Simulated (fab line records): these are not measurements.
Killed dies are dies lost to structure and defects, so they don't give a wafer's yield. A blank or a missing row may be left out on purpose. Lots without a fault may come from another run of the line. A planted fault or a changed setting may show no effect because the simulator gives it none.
The tool behind it: which one? || flow gf180mcu || 24 lots with 72 wafers sampled at 5 steps, on a route of 602 steps

## WHAT THE GAUGES READ, wafer by wafer
GF_STI_CD_MEAS_12 targets a cd of 220 nm. Usual: 220.3 nm for cd-nm, sd 1.2.
{"lot": "L074", "measured": "day 2 00:07", "on": "cd-sem-02", "cd-nm (nm)": "221.1 220.9 221.0", "flag": ""}
{"lot": "L075", "measured": "day 2 09:58", "on": "cd-sem-01", "cd-nm (nm)": "219.0 218.8 219.0", "flag": ""}
{"lot": "L076", "measured": "day 2 11:59", "on": "cd-sem-01", "cd-nm (nm)": "220.3 219.7 221.1", "flag": ""}
{"lot": "L077", "measured": "day 2 16:39", "on": "cd-sem-02", "cd-nm (nm)": "219.7 219.3 218.8", "flag": ""}
{"lot": "L078", "measured": "day 2 23:14", "on": "cd-sem-02", "cd-nm (nm)": "220.4 219.1 219.7", "flag": ""}
{"lot": "L079", "measured": "day 3 05:26", "on": "cd-sem-02", "cd-nm (nm)": "221.3 220.8 220.7", "flag": ""}
{"lot": "L080", "measured": "day 3 07:32", "on": "cd-sem-02", "cd-nm (nm)": "221.9 222.3 222.5", "flag": ""}
{"lot": "L081", "measured": "day 3 12:59", "on": "cd-sem-01", "cd-nm (nm)": "221.8 221.8 223.0", "flag": ""}
{"lot": "L082", "measured": "day 3 19:59", "on": "cd-sem-02", "cd-nm (nm)": "220.9 221.1 222.4", "flag": ""}
{"lot": "L083", "measured": "day 4 01:38", "on": "cd-sem-02", "cd-nm (nm)": "223.2 222.3 221.8", "flag": ""}
{"lot": "L084", "measured": "day 4 05:32", "on": "cd-sem-01", "cd-nm (nm)": "219.8 220.3 219.3", "flag": ""}
{"lot": "L085", "measured": "day 4 10:15", "on": "cd-sem-02", "cd-nm (nm)": "220.3 220.5 220.2", "flag": ""}
{"lot": "L086", "measured": "day 4 14:50", "on": "cd-sem-01", "cd-nm (nm)": "219.6 220.9 219.8", "flag": ""}
{"lot": "L087", "measured": "day 4 20:58", "on": "cd-sem-02", "cd-nm (nm)": "220.8 219.7 219.3", "flag": ""}
{"lot": "L088", "measured": "day 5 01:50", "on": "cd-sem-02", "cd-nm (nm)": "220.8 220.9 221.3", "flag": ""}
{"lot": "L089", "measured": "day 5 06:02", "on": "cd-sem-02", "cd-nm (nm)": "221.9 219.8 219.9", "flag": ""}
{"lot": "L090", "measured": "day 5 12:01", "on": "cd-sem-01", "cd-nm (nm)": "219.2 221.0 219.6", "flag": ""}
{"lot": "L091", "measured": "day 5 16:37", "on": "cd-sem-01", "cd-nm (nm)": "218.9 219.1 219.7", "flag": ""}
{"lot": "L092", "measured": "day 5 21:50", "on": "cd-sem-01", "cd-nm (nm)": "218.4 220.2 218.5", "flag": ""}
{"lot": "L093", "measured": "day 6 03:26", "on": "cd-sem-01", "cd-nm (nm)": "217.0 218.3 217.4", "flag": ""}
{"lot": "L094", "measured": "day 6 08:06", "on": "cd-sem-02", "cd-nm (nm)": "222.2 222.2 222.2", "flag": ""}
{"lot": "L095", "measured": "day 6 13:26", "on": "cd-sem-02", "cd-nm (nm)": "218.9 218.5 218.7", "flag": ""}
{"lot": "L096", "measured": "day 6 19:12", "on": "cd-sem-01", "cd-nm (nm)": "221.7 220.9 220.1", "flag": ""}
{"lot": "L097", "measured": "day 6 23:23", "on": "cd-sem-01", "cd-nm (nm)": "219.5 219.2 219.9", "flag": ""}

GF_CONTACT_BOW_MEAS_05. Usual: for CONTACT_BOW the level is 65 um and the standard deviation is 6.9.
{"lot": "L074", "measured": "day 15 00:25", "on": "film-metro-02", "CONTACT_BOW (um)": "71 53 80", "flag": ""}
{"lot": "L075", "measured": "day 15 19:41", "on": "film-metro-01", "CONTACT_BOW (um)": "78 65 77", "flag": ""}
{"lot": "L076", "measured": "day 15 23:11", "on": "film-metro-01", "CONTACT_BOW (um)": "60 74 60", "flag": ""}
{"lot": "L077", "measured": "day 16 02:06", "on": "film-metro-01", "CONTACT_BOW (um)": "63 59 67", "flag": ""}
{"lot": "L078", "measured": "day 16 20:15", "on": "film-metro-02", "CONTACT_BOW (um)": "66 72 67", "flag": ""}
{"lot": "L079", "measured": "day 17 10:53", "on": "film-metro-02", "CONTACT_BOW (um)": "64 62 68", "flag": ""}
{"lot": "L080", "measured": "day 17 08:19", "on": "film-metro-02", "CONTACT_BOW (um)": "76 69 65", "flag": ""}
{"lot": "L081", "measured": "day 17 18:37", "on": "film-metro-04", "CONTACT_BOW (um)": "70 62 63", "flag": ""}
{"lot": "L082", "measured": "day 18 03:47", "on": "film-metro-02", "CONTACT_BOW (um)": "73 71 68", "flag": ""}
{"lot": "L083", "measured": "day 18 14:59", "on": "film-metro-02", "CONTACT_BOW (um)": "65 74 56", "flag": ""}
{"lot": "L084", "measured": "day 18 20:58", "on": "film-metro-01", "CONTACT_BOW (um)": "58 68 67", "flag": ""}
{"lot": "L085", "measured": "day 19 06:35", "on": "film-metro-04", "CONTACT_BOW (um)": "56 64 62", "flag": ""}
{"lot": "L086", "measured": "day 19 15:25", "on": "film-metro-01", "CONTACT_BOW (um)": "59 68 68", "flag": ""}
{"lot": "L087", "measured": "day 19 23:26", "on": "film-metro-02", "CONTACT_BOW (um)": "58 74 58", "flag": ""}
{"lot": "L088", "measured": "day 20 06:50", "on": "film-metro-02", "CONTACT_BOW (um)": "75 67 69", "flag": ""}
{"lot": "L089", "measured": "day 20 13:32", "on": "film-metro-02", "CONTACT_BOW (um)": "56 61 62", "flag": ""}
{"lot": "L090", "measured": "day 20 22:46", "on": "film-metro-04", "CONTACT_BOW (um)": "64 56 62", "flag": ""}
{"lot": "L091", "measured": "day 21 06:31", "on": "film-metro-02", "CONTACT_BOW (um)": "62 70 70", "flag": ""}
{"lot": "L092", "measured": "day 21 18:53", "on": "film-metro-02", "CONTACT_BOW (um)": "83 64 69", "flag": ""}
{"lot": "L093", "measured": "day 21 23:55", "on": "film-metro-01", "CONTACT_BOW (um)": "73 64 65", "flag": ""}
{"lot": "L094", "measured": "day 22 05:55", "on": "film-metro-02", "CONTACT_BOW (um)": "64 67 65", "flag": ""}
{"lot": "L095", "measured": "day 22 14:37", "on": "film-metro-04", "CONTACT_BOW (um)": "67 66 75", "flag": ""}
{"lot": "L096", "measured": "day 22 22:15", "on": "film-metro-02", "CONTACT_BOW (um)": "63 65 65", "flag": ""}
{"lot": "L097", "measured": "day 23 06:46", "on": "film-metro-02", "CONTACT_BOW (um)": "61 65 67", "flag": ""}

GF_V4_OVL_MEAS_15. Usual: for V4_OVL the level is 0 nm and the standard deviation is 5.2.
{"lot": "L074", "measured": "day 24 05:49", "on": "overlay-02", "V4_OVL (nm)": "10 2 7", "flag": ""}
{"lot": "L075", "measured": "day 25 03:07", "on": "overlay-02", "V4_OVL (nm)": "-7 4 6", "flag": ""}
{"lot": "L076", "measured": "day 25 05:22", "on": "overlay-02", "V4_OVL (nm)": "-3 -10 4", "flag": ""}
{"lot": "L077", "measured": "day 25 07:53", "on": "overlay-02", "V4_OVL (nm)": "-2 0 6", "flag": ""}
{"lot": "L078", "measured": "day 26 02:40", "on": "overlay-02", "V4_OVL (nm)": "1 0 -8", "flag": ""}
{"lot": "L079", "measured": "day 26 15:53", "on": "overlay-01", "V4_OVL (nm)": "1 -6 1", "flag": ""}
{"lot": "L080", "measured": "day 26 12:37", "on": "overlay-02", "V4_OVL (nm)": "-4 6 -5", "flag": ""}
{"lot": "L081", "measured": "day 26 21:43", "on": "overlay-01", "V4_OVL (nm)": "3 5 0", "flag": ""}
{"lot": "L082", "measured": "day 27 06:22", "on": "overlay-01", "V4_OVL (nm)": "-5 2 -1", "flag": ""}
{"lot": "L083", "measured": "day 27 16:52", "on": "overlay-01", "V4_OVL (nm)": "-2 -3 -2", "flag": ""}
{"lot": "L084", "measured": "day 27 20:40", "on": "overlay-01", "V4_OVL (nm)": "-6 2 -4", "flag": ""}
{"lot": "L085", "measured": "day 28 04:31", "on": "overlay-02", "V4_OVL (nm)": "-1 5 -1", "flag": ""}
{"lot": "L086", "measured": "day 28 11:52", "on": "overlay-02", "V4_OVL (nm)": "1 0 -6", "flag": ""}
{"lot": "L087", "measured": "day 28 17:10", "on": "overlay-02", "V4_OVL (nm)": "-3 -1 -7", "flag": ""}
{"lot": "L088", "measured": "day 28 23:45", "on": "overlay-02", "V4_OVL (nm)": "6 5 3", "flag": ""}
{"lot": "L089", "measured": "day 29 03:57", "on": "overlay-01", "V4_OVL (nm)": "-3 -6 6", "flag": ""}
{"lot": "L090", "measured": "day 29 13:09", "on": "overlay-01", "V4_OVL (nm)": "2 -6 3", "flag": ""}
{"lot": "L091", "measured": "day 29 19:49", "on": "overlay-01", "V4_OVL (nm)": "1 3 3", "flag": ""}
{"lot": "L092", "measured": "day 30 03:43", "on": "overlay-01", "V4_OVL (nm)": "-1 1 1", "flag": ""}
{"lot": "L093", "measured": "day 30 08:38", "on": "overlay-01", "V4_OVL (nm)": "4 -8 6", "flag": ""}
{"lot": "L094", "measured": "day 30 14:35", "on": "overlay-01", "V4_OVL (nm)": "-7 7 -7", "flag": ""}
{"lot": "L095", "measured": "day 30 20:37", "on": "overlay-01", "V4_OVL (nm)": "-2 12 15", "flag": ""}
{"lot": "L096", "measured": "day 31 01:58", "on": "overlay-02", "V4_OVL (nm)": "4 0 0", "flag": ""}
{"lot": "L097", "measured": "day 31 07:58", "on": "overlay-02", "V4_OVL (nm)": "6 3 -2", "flag": ""}

## WHICH TOOL RAN EACH LOT (tool, then ch and the chambers of the sampled wafers, then the start)
{"lot": "L074", "GF_V3_ETCH_16": "rie-diel-01 ch 1,2,3, day 22 05:34", "GF_V4_CVD_02": "pecvd-02 ch 1,2, day 23 07:10"}
{"lot": "L075", "GF_V3_ETCH_16": "rie-diel-01 ch 1,2,3, day 23 03:14", "GF_V4_CVD_02": "pecvd-01 ch 0,2, day 24 04:24"}
{"lot": "L076", "GF_V3_ETCH_16": "rie-diel-04 ch 0,1,3, day 23 05:55", "GF_V4_CVD_02": "pecvd-02 ch 0,2, day 24 06:34"}
{"lot": "L077", "GF_V3_ETCH_16": "rie-diel-01 ch 2,3, day 23 08:41", "GF_V4_CVD_02": "pecvd-02 ch 0,2, day 24 09:44"}
{"lot": "L078", "GF_V3_ETCH_16": "rie-diel-01 ch 0,3, day 24 03:45", "GF_V4_CVD_02": "pecvd-04 ch 0,1,2, day 25 04:50"}
{"lot": "L079", "GF_V3_ETCH_16": "rie-diel-03 ch 1,3, day 24 17:46", "GF_V4_CVD_02": "pecvd-02 ch 0,1, day 25 18:08"}
{"lot": "L080", "GF_V3_ETCH_16": "rie-diel-04 ch 0,1,2, day 24 14:02", "GF_V4_CVD_02": "pecvd-04 ch 0,1,2, day 25 14:37"}
{"lot": "L081", "GF_V3_ETCH_16": "rie-diel-01 ch 2,3, day 25 00:58", "GF_V4_CVD_02": "pecvd-01 ch 0,2, day 26 00:14"}
{"lot": "L082", "GF_V3_ETCH_16": "rie-diel-03 ch 0,1,3, day 25 09:37", "GF_V4_CVD_02": "pecvd-02 ch 0,1, day 26 09:24"}
{"lot": "L083", "GF_V3_ETCH_16": "rie-diel-03 ch 0,1,2, day 25 19:41", "GF_V4_CVD_02": "pecvd-04 ch 0,1,2, day 26 19:25"}
{"lot": "L084", "GF_V3_ETCH_16": "rie-diel-03 ch 1,2,3, day 25 23:59", "GF_V4_CVD_02": "pecvd-02 ch 0,1,2, day 26 23:56"}
{"lot": "L085", "GF_V3_ETCH_16": "rie-diel-04 ch 1,3, day 26 08:40", "GF_V4_CVD_02": "pecvd-04 ch 0,1, day 27 08:08"}
{"lot": "L086", "GF_V3_ETCH_16": "rie-diel-01 ch 0,1, day 26 16:25", "GF_V4_CVD_02": "pecvd-01 ch 0,2, day 27 15:34"}
{"lot": "L087", "GF_V3_ETCH_16": "rie-diel-03 ch 0,1,3, day 26 22:07", "GF_V4_CVD_02": "pecvd-02 ch 0,1,2, day 27 21:25"}
{"lot": "L088", "GF_V3_ETCH_16": "rie-diel-03 ch 0,1,3, day 27 05:19", "GF_V4_CVD_02": "pecvd-02 ch 0,1,2, day 28 03:05"}
{"lot": "L089", "GF_V3_ETCH_16": "rie-diel-01 ch 0,3, day 27 10:16", "GF_V4_CVD_02": "pecvd-04 ch 0,1,2, day 28 08:35"}
{"lot": "L090", "GF_V3_ETCH_16": "rie-diel-01 ch 0,1,2, day 27 19:02", "GF_V4_CVD_02": "pecvd-04 ch 0,1,2, day 28 17:02"}
{"lot": "L091", "GF_V3_ETCH_16": "rie-diel-03 ch 0,2, day 28 01:55", "GF_V4_CVD_02": "pecvd-01 ch 0,1,2, day 29 00:14"}
{"lot": "L092", "GF_V3_ETCH_16": "rie-diel-04 ch 0,1,2, day 28 10:56", "GF_V4_CVD_02": "pecvd-02 ch 0,2, day 29 08:16"}
{"lot": "L093", "GF_V3_ETCH_16": "rie-diel-04 ch 0,3, day 28 15:40", "GF_V4_CVD_02": "pecvd-04 ch 1,2, day 29 13:39"}
{"lot": "L094", "GF_V3_ETCH_16": "rie-diel-03 ch 0,3, day 28 21:22", "GF_V4_CVD_02": "pecvd-04 ch 0,1,2, day 29 19:19"}
{"lot": "L095", "GF_V3_ETCH_16": "rie-diel-03 ch 2,3, day 29 03:52", "GF_V4_CVD_02": "pecvd-02 ch 1,2, day 30 01:23"}
{"lot": "L096", "GF_V3_ETCH_16": "rie-diel-01 ch 1,2,3, day 29 09:34", "GF_V4_CVD_02": "pecvd-02 ch 0,2, day 30 07:05"}
{"lot": "L097", "GF_V3_ETCH_16": "rie-diel-01 ch 0,2,3, day 29 16:01", "GF_V4_CVD_02": "pecvd-04 ch 0,1,2, day 30 13:14"}
- GF_V3_ETCH_16: etches BARC in N2/H2.
- GF_V4_CVD_02: deposits SiO2 from TEOS, target thk 850 nm, time 94.851 s.

## AS READ BY THE TOOLS THEMSELVES (means over the sampled wafers that have a number; for cases with no such wafer, the mark the record gives instead)
GF_V3_ETCH_16. Usual: drypump-motor-current-A 5.7 A, standard deviation 0.37; oes-product-au 0.854 a.u., standard deviation 0.005; throttle-valve-pct 13.227 %, standard deviation 0.01.
{"lot": "L074", "tool": "rie-diel-01", "drypump-motor-current-A (A)": 5.7, "oes-product-au (a.u.)": 0.854, "throttle-valve-pct (%)": 13.221, "flag": ""}
{"lot": "L075", "tool": "rie-diel-01", "drypump-motor-current-A (A)": 5.7, "oes-product-au (a.u.)": 0.855, "throttle-valve-pct (%)": 13.224, "flag": ""}
{"lot": "L076", "tool": "rie-diel-04", "drypump-motor-current-A (A)": 5.7, "oes-product-au (a.u.)": 0.855, "throttle-valve-pct (%)": 13.231, "flag": ""}
{"lot": "L077", "tool": "rie-diel-01", "drypump-motor-current-A (A)": 5.9, "oes-product-au (a.u.)": 0.855, "throttle-valve-pct (%)": 13.218, "flag": ""}
{"lot": "L078", "tool": "rie-diel-01", "drypump-motor-current-A (A)": 5.9, "oes-product-au (a.u.)": 0.852, "throttle-valve-pct (%)": 13.230, "flag": ""}
{"lot": "L079", "tool": "rie-diel-03", "drypump-motor-current-A (A)": 5.7, "oes-product-au (a.u.)": 0.858, "throttle-valve-pct (%)": 13.230, "flag": ""}
{"lot": "L080", "tool": "rie-diel-04", "drypump-motor-current-A (A)": 5.5, "oes-product-au (a.u.)": 0.857, "throttle-valve-pct (%)": 13.231, "flag": ""}
{"lot": "L081", "tool": "rie-diel-01", "drypump-motor-current-A (A)": 5.9, "oes-product-au (a.u.)": 0.861, "throttle-valve-pct (%)": 13.220, "flag": ""}
{"lot": "L082", "tool": "rie-diel-03", "drypump-motor-current-A (A)": 5.6, "oes-product-au (a.u.)": 0.853, "throttle-valve-pct (%)": 13.237, "flag": ""}
{"lot": "L083", "tool": "rie-diel-03", "drypump-motor-current-A (A)": 5.9, "oes-product-au (a.u.)": 0.848, "throttle-valve-pct (%)": 13.232, "flag": ""}
{"lot": "L084", "tool": "rie-diel-03", "drypump-motor-current-A (A)": 5.9, "oes-product-au (a.u.)": 0.850, "throttle-valve-pct (%)": 13.237, "flag": ""}
{"lot": "L085", "tool": "rie-diel-04", "drypump-motor-current-A (A)": 6.1, "oes-product-au (a.u.)": 0.854, "throttle-valve-pct (%)": 13.219, "flag": ""}
{"lot": "L086", "tool": "rie-diel-01", "drypump-motor-current-A (A)": 5.6, "oes-product-au (a.u.)": 0.851, "throttle-valve-pct (%)": 13.237, "flag": ""}
{"lot": "L087", "tool": "rie-diel-03", "drypump-motor-current-A (A)": 5.7, "oes-product-au (a.u.)": 0.854, "throttle-valve-pct (%)": 13.222, "flag": ""}
{"lot": "L088", "tool": "rie-diel-03", "drypump-motor-current-A (A)": 5.7, "oes-product-au (a.u.)": 0.848, "throttle-valve-pct (%)": 13.223, "flag": ""}
{"lot": "L089", "tool": "rie-diel-01", "drypump-motor-current-A (A)": 5.9, "oes-product-au (a.u.)": 0.853, "throttle-valve-pct (%)": 13.229, "flag": ""}
{"lot": "L090", "tool": "rie-diel-01", "drypump-motor-current-A (A)": 5.5, "oes-product-au (a.u.)": 0.853, "throttle-valve-pct (%)": 13.224, "flag": ""}
{"lot": "L091", "tool": "rie-diel-03", "drypump-motor-current-A (A)": 6.1, "oes-product-au (a.u.)": 0.854, "throttle-valve-pct (%)": 13.235, "flag": ""}
{"lot": "L092", "tool": "rie-diel-04", "drypump-motor-current-A (A)": 5.5, "oes-product-au (a.u.)": 0.854, "throttle-valve-pct (%)": 13.223, "flag": ""}
{"lot": "L093", "tool": "rie-diel-04", "drypump-motor-current-A (A)": 5.7, "oes-product-au (a.u.)": 0.858, "throttle-valve-pct (%)": 13.240, "flag": ""}
{"lot": "L094", "tool": "rie-diel-03", "drypump-motor-current-A (A)": 5.7, "oes-product-au (a.u.)": 0.851, "throttle-valve-pct (%)": 13.232, "flag": ""}
{"lot": "L095", "tool": "rie-diel-03", "drypump-motor-current-A (A)": 5.9, "oes-product-au (a.u.)": 0.858, "throttle-valve-pct (%)": 13.225, "flag": ""}
{"lot": "L096", "tool": "rie-diel-01", "drypump-motor-current-A (A)": 5.7, "oes-product-au (a.u.)": 0.853, "throttle-valve-pct (%)": 13.218, "flag": ""}
{"lot": "L097", "tool": "rie-diel-01", "drypump-motor-current-A (A)": 5.8, "oes-product-au (a.u.)": 0.854, "throttle-valve-pct (%)": 13.221, "flag": ""}

GF_V4_CVD_02. Usual: 701 W for heater-power-w, sd 90.
{"lot": "L074", "tool": "pecvd-02", "heater-power-w (W)": 717, "flag": ""}
{"lot": "L075", "tool": "pecvd-01", "heater-power-w (W)": 757, "flag": ""}
{"lot": "L076", "tool": "pecvd-02", "heater-power-w (W)": 668, "flag": ""}
{"lot": "L077", "tool": "pecvd-02", "heater-power-w (W)": 691, "flag": ""}
{"lot": "L078", "tool": "pecvd-04", "heater-power-w (W)": 748, "flag": ""}
{"lot": "L079", "tool": "pecvd-02", "heater-power-w (W)": 748, "flag": ""}
{"lot": "L080", "tool": "pecvd-04", "heater-power-w (W)": 659, "flag": ""}
{"lot": "L081", "tool": "pecvd-01", "heater-power-w (W)": 695, "flag": ""}
{"lot": "L082", "tool": "pecvd-02", "heater-power-w (W)": 673, "flag": ""}
{"lot": "L083", "tool": "pecvd-04", "heater-power-w (W)": 682, "flag": ""}
{"lot": "L084", "tool": "pecvd-02", "heater-power-w (W)": 672, "flag": ""}
{"lot": "L085", "tool": "pecvd-04", "heater-power-w (W)": 655, "flag": ""}
{"lot": "L086", "tool": "pecvd-01", "heater-power-w (W)": 705, "flag": ""}
{"lot": "L087", "tool": "pecvd-02", "heater-power-w (W)": 648, "flag": ""}
{"lot": "L088", "tool": "pecvd-02", "heater-power-w (W)": 651, "flag": ""}
{"lot": "L089", "tool": "pecvd-04", "heater-power-w (W)": 710, "flag": ""}
{"lot": "L090", "tool": "pecvd-04", "heater-power-w (W)": 703, "flag": ""}
{"lot": "L091", "tool": "pecvd-01", "heater-power-w (W)": 654, "flag": ""}
{"lot": "L092", "tool": "pecvd-02", "heater-power-w (W)": 720, "flag": ""}
{"lot": "L093", "tool": "pecvd-04", "heater-power-w (W)": 769, "flag": ""}
{"lot": "L094", "tool": "pecvd-04", "heater-power-w (W)": 657, "flag": ""}
{"lot": "L095", "tool": "pecvd-02", "heater-power-w (W)": 682, "flag": ""}
{"lot": "L096", "tool": "pecvd-02", "heater-power-w (W)": 697, "flag": ""}
{"lot": "L097", "tool": "pecvd-04", "heater-power-w (W)": 729, "flag": ""}

## THE ANSWER, worked out from the rows above alone
Rule: a lot is off if the mean of its wafers that have a number lies more than 3 standard deviations from the usual mean. A lot without any number at a reading at which 4 lots or more have one is off too. Any other lot the step has rows for is counted as sound. First the gauges in route order, then the tools' own readings, where a lot's mean is used as printed above. The first step at which some lot is off is used, and at that step the reading that is off furthest; a lot without a number counts as furthest.
No lot is off at any reading shown: from this, nothing can be told.

## WHAT WAS PUT IN BY THE SIMULATOR
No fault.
